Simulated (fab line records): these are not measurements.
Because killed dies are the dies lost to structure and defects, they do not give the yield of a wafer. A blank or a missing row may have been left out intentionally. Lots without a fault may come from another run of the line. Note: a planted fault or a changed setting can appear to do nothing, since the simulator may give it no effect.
Comparing a struck lot with a sound one -- flow sfq-line -- 42 steps out of a route of 325
Sound: these wafers, L628.4, L628.5, L628.6. Wafers struck: L636.1, L636.4, L636.5. The cause is given at the end.
For every step that has rows: the tool of each side, followed by ch and its chambers, followed by its first start. Under that, the readings that differ: sound wafers -- struck wafers -- difference of the means -- sigmas: that difference in standard deviations of wafers without a fault.
alike: same words and numbers on both sides, and readings whose means sit less than 2 such deviations apart. not compared: any withheld reading, any reading some wafer has no value for, any bound like >300 that may hide the same value, and any number with overlapping values for which the record gives no deviation.
Wherever a step has rows on one side only, a row that says differs or no value, or a row with sigmas, the two part there. When numbers do not overlap yet have no deviation, they are printed without sigmas and do not part them. Lack of a reading on every wafer of one side parts them only where that side has two or more wafers.

SFQ_M3_OVL_MEAS_921:
  sound on overlay-02 at day 29 00:53; struck on overlay-01 at day 34 18:22
  alike: M3_OVL
SFQ_TRILAYER_M3_BARC_OPEN_METAL_ETCH_100: etches BARC in O2, target depth 125 nm, time 41.7 s.
  sound on rie-metal-02 ch 0,1, day 29 00:56; struck on rie-metal-03 ch 0,1, day 34 18:25
  alike: drypump-motor-current-A, oes-product-au
  not compared: rf-hours-counter-h
then, 5 steps without rows for these wafers: SFQ_TRILAYER_M3_ETCH_METAL_ETCH_078 (etches Nb in Cl2/Ar, stops on SiO2, target depth 240 nm, time 120 s); SFQ_TRILAYER_M3_STRIP_STRIP_079 (strips in O2); SFQ_TRILAYER_M3_STRIP_SOLV_CLEAN_080 (cleans in NMP, time 600 s); SFQ_TRILAYER_I3_DEP_PECVD_081 (deposits SiO2 from SiH4/N2O, time 111.11 s, target thk 500 nm); SFQ_TRILAYER_I3_CMP_CMP_082 (polishes SiO2).
SFQ_I3_BOW_MEAS_922:
  sound on film-metro-04 at day 29 09:10; struck on film-metro-02 at day 35 06:07
  alike: I3_BOW
SFQ_TRILAYER_I3_METRO_MEASURE_083:
  sound on film-metro-04 at day 29 09:50; struck on film-metro-02 at day 35 06:14
  alike: thk-nm
then, 3 steps without rows for these wafers: SFQ_TRILAYER_I3_VIA_LITHO_COAT_090 (resist thk 62 nm); SFQ_TRILAYER_I3_VIA_LITHO_COAT_085 (resist thk 650 nm); SFQ_TRILAYER_I3_VIA_LITHO_SOFTBAKE_089.
-- the record jumps here: 6 days lie between the struck wafers' starts before and after --
SFQ_TRILAYER_I3_VIA_LITHO_EXPOSE_086: exposes mask I3, target cd 500 nm.
  sound on krf-scanner-02 ch 0, day 35 12:40; struck on krf-scanner-02 ch 0, day 41 00:07
  alike: mask
then, 2 steps without rows for these wafers: SFQ_TRILAYER_I3_VIA_LITHO_PEB_088 (peb time 60 s); SFQ_TRILAYER_I3_VIA_LITHO_DEVELOP_087 (time 60 s).
SFQ_I3_OVL_MEAS_923:
  sound on overlay-02 at day 35 13:35; struck on overlay-01 at day 41 01:37
  alike: I3_OVL
SFQ_TRILAYER_I3_VIA_BARC_OPEN_VIA_ETCH_121: etches BARC in O2, target depth 125 nm, time 41.7 s.
  sound on rie-diel-02 ch 2,3, day 35 13:37; struck on rie-diel-04 ch 1,2, day 41 01:39
reading,sound,struck,difference,sigmas
model.I3.cd-nm (nm),498.9 498.8 498.8,550.1 569 559.9,+60.8,
  alike: drypump-motor-current-A, oes-product-au
  not compared: rf-hours-counter-h
SFQ_TRILAYER_I3_VIA_ETCH_VIA_ETCH_088: etches SiO2 in CHF3, stops on Nb, target depth 260 nm.
  sound on rie-diel-02 ch 2,3, day 35 13:39; struck on rie-diel-04 ch 1,2, day 41 01:41
reading,sound,struck,difference,sigmas
model.I3.cd-nm (nm),498.4 499.7 498.1,550.7 570.3 561.4,+62.1,
  alike: drypump-motor-current-A, oes-product-au
SFQ_TRILAYER_I3_VIA_STRIP_STRIP_089: strips in O2.
  sound on rie-metal-04 ch 0,1, day 35 13:58; struck on rie-metal-01 ch 0,1, day 41 01:48
  alike: drypump-motor-current-A, oes-product-au
  not compared: rf-hours-counter-h
then, 3 steps without rows for these wafers: SFQ_TRILAYER_I3_VIA_STRIP_SOLV_CLEAN_090 (cleans in NMP, time 600 s); SFQ_TRILAYER_M4_DEP_PRE_CLEAN_092 (time 22.5 s); SFQ_TRILAYER_M4_DEP_SPUTTER_091 (material Nb, target thk 200 nm, time 133.3 s).
SFQ_M4_RS_MEAS_924: measures by four-point-probe.
  sound on film-metro-01 at day 35 14:43; struck on film-metro-02 at day 41 02:42
  alike: M4_NB_RS
then, 6 steps without rows for these wafers: SFQ_TRILAYER_M4_LITHO_COAT_098 (resist thk 62 nm); SFQ_TRILAYER_M4_LITHO_COAT_093 (resist thk 600 nm); SFQ_TRILAYER_M4_LITHO_SOFTBAKE_097; SFQ_TRILAYER_M4_LITHO_EXPOSE_094 (exposes mask M4, target cd 500 nm); SFQ_TRILAYER_M4_LITHO_PEB_096 (peb time 60 s); SFQ_TRILAYER_M4_LITHO_DEVELOP_095 (time 60 s).
-- the record jumps here: 6 days lie between the struck wafers' starts before and after --
SFQ_M4_OVL_MEAS_926:
  sound on overlay-01 at day 41 10:02; struck on overlay-01 at day 47 02:05
  alike: M4_OVL
then, 1 step without rows for these wafers: SFQ_TRILAYER_M4_BARC_OPEN_METAL_ETCH_123 (etches BARC in O2, target depth 125 nm, time 41.7 s).
SFQ_TRILAYER_M4_ETCH_METAL_ETCH_096: etches Nb in Cl2/Ar, stops on SiO2, target depth 240 nm, time 120 s.
  sound on rie-metal-01 ch 0,1, day 41 10:09; struck on rie-metal-04 ch 1, day 47 02:11
  alike: drypump-motor-current-A, oes-product-au
  not compared: rf-hours-counter-h
then, 2 steps without rows for these wafers: SFQ_TRILAYER_M4_STRIP_STRIP_097 (strips in O2); SFQ_TRILAYER_M4_STRIP_SOLV_CLEAN_098 (cleans in NMP, time 600 s).
SFQ_TRILAYER_I4_DEP_PECVD_099: deposits SiO2 from SiH4/N2O, time 111.11 s, target thk 500 nm.
  sound on pecvd-01 ch 1,2, day 41 11:03; struck on pecvd-04 ch 0, day 47 03:05
  alike: heater-power-w, throttle-valve-pct
then, 1 step without rows for these wafers: SFQ_TRILAYER_I4_CMP_CMP_100 (polishes SiO2).
SFQ_I4_BOW_MEAS_927:
  sound on film-metro-04 at day 41 16:03; struck on film-metro-01 at day 47 09:46
  alike: I4_BOW
then, 4 steps without rows for these wafers: SFQ_TRILAYER_I4_METRO_MEASURE_101; SFQ_TRILAYER_I4_VIA_LITHO_COAT_108 (resist thk 62 nm); SFQ_TRILAYER_I4_VIA_LITHO_COAT_103 (resist thk 650 nm); SFQ_TRILAYER_I4_VIA_LITHO_SOFTBAKE_107.
-- the record jumps here: 30 days lie between the struck wafers' starts before and after --
SFQ_M8_BOW_MEAS_951:
  sound on film-metro-01 at day 72 05:56; struck on film-metro-03 at day 77 00:50
reading,sound,struck,difference,sigmas
model.etest.i3.link-ohm,1.976 1.974 1.992,1.949 1.934 1.94,-0.040,
  alike: M8_BOW

WHERE THEY PART
Nowhere in this record.

WHY: what had been put in by the simulator
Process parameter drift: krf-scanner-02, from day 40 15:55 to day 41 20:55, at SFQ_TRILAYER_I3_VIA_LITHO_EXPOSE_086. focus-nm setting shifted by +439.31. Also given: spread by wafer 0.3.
